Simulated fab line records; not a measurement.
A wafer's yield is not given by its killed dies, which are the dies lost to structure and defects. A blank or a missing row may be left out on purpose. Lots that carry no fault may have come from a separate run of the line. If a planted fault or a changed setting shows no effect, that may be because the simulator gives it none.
Which tool was responsible? + flow sky130 + 24 lots (72 wafers sampled), 1 step of a 708-step route

WHAT THE GAUGES READ, wafer by wafer
SKY_METAL1_THK_MEAS_06: measures by xrf. Usual: METAL1_ALCU_THK gives 255.7 nm (standard deviation 2.6).
| lot  | measured     | on            | METAL1_ALCU_THK (nm) | flag |
|------|--------------|---------------|----------------------|------|
| L074 | day 31 01:39 | film metro-02 | 255.0 255.7 257.9    |      |
| L076 | day 31 13:08 | film metro-03 | 258.7 256.1 256.0    |      |
| L075 | day 31 15:56 | film metro-03 | 262.3 258.5 256.1    |      |
| L077 | day 32 09:11 | film metro-04 | 256.7 253.2 250.4    |      |
| L078 | day 32 19:20 | film metro-03 | 255.9 253.9 254.6    |      |
| L079 | day 33 05:35 | film metro-02 | 255.6 256.0 255.6    |      |
| L080 | day 33 08:13 | film metro-02 | 256.1 256.4 256.8    |      |
| L081 | day 33 19:44 | film metro-02 | 254.0 251.5 255.0    |      |
| L082 | day 33 22:06 | film metro-02 | 251.7 255.3 255.3    |      |
| L083 | day 34 09:22 | film metro-02 | 257.0 255.4 257.2    |      |
| L084 | day 34 16:38 | film metro-02 | 259.5 256.3 255.6    |      |
| L085 | day 34 23:20 | film metro-04 | 253.4 249.0 251.8    |      |
| L086 | day 35 08:47 | film metro-02 | 253.0 257.5 254.4    |      |
| L087 | day 35 15:46 | film metro-02 | 256.1 260.3 261.1    |      |
| L088 | day 35 22:16 | film metro-03 | 258.3 258.0 260.5    |      |
| L089 | day 36 09:12 | film metro-02 | 258.1 257.9 257.2    |      |
| L090 | day 37 10:34 | film metro-03 | 258.9 258.0 255.0    |      |
| L091 | day 37 15:12 | film metro-02 | 253.2 252.8 254.6    |      |
| L092 | day 37 23:13 | film metro-03 | 255.5 255.8 257.5    |      |
| L093 | day 38 04:16 | film metro-02 | 252.5 256.3 258.1    |      |
| L095 | day 38 17:50 | film metro-04 | 253.0 251.5 250.9    |      |
| L094 | day 38 18:33 | film metro-04 | 258.4 257.3 253.7    |      |
| L096 | day 38 19:39 | film metro-02 | 252.2 255.7 256.4    |      |
| L097 | day 40 09:08 | film metro-03 | 254.7 254.7 259.1    |      |

WHICH TOOL RAN EACH LOT (tool, then ch and the chambers of the sampled wafers, then the start)
The record shows no process step preceding these readings.

WHAT THE TOOLS THEMSELVES READ (means of the sampled wafers that have a number; where no wafer has one, the mark that the record gives instead)
The record holds no such reading with a usual standard deviation.

THE ANSWER, worked out from the rows above alone
Rule: take the mean of a lot's wafers that have a number; if it is more than 3 standard deviations from the usual mean, the lot is off. A lot without any number at a reading at which 4 lots or more have one is off too. All remaining lots with rows at the step are treated as sound. Order of review: gauges by route order, followed by the tools' own readings, for which a lot's mean as printed above is used. At the first step where some lot is off, the reading lying furthest off is the one used; lots without a number count as furthest.
None of the lots is off at any reading shown; this tells nothing.

WHAT THE SIMULATOR PUT IN
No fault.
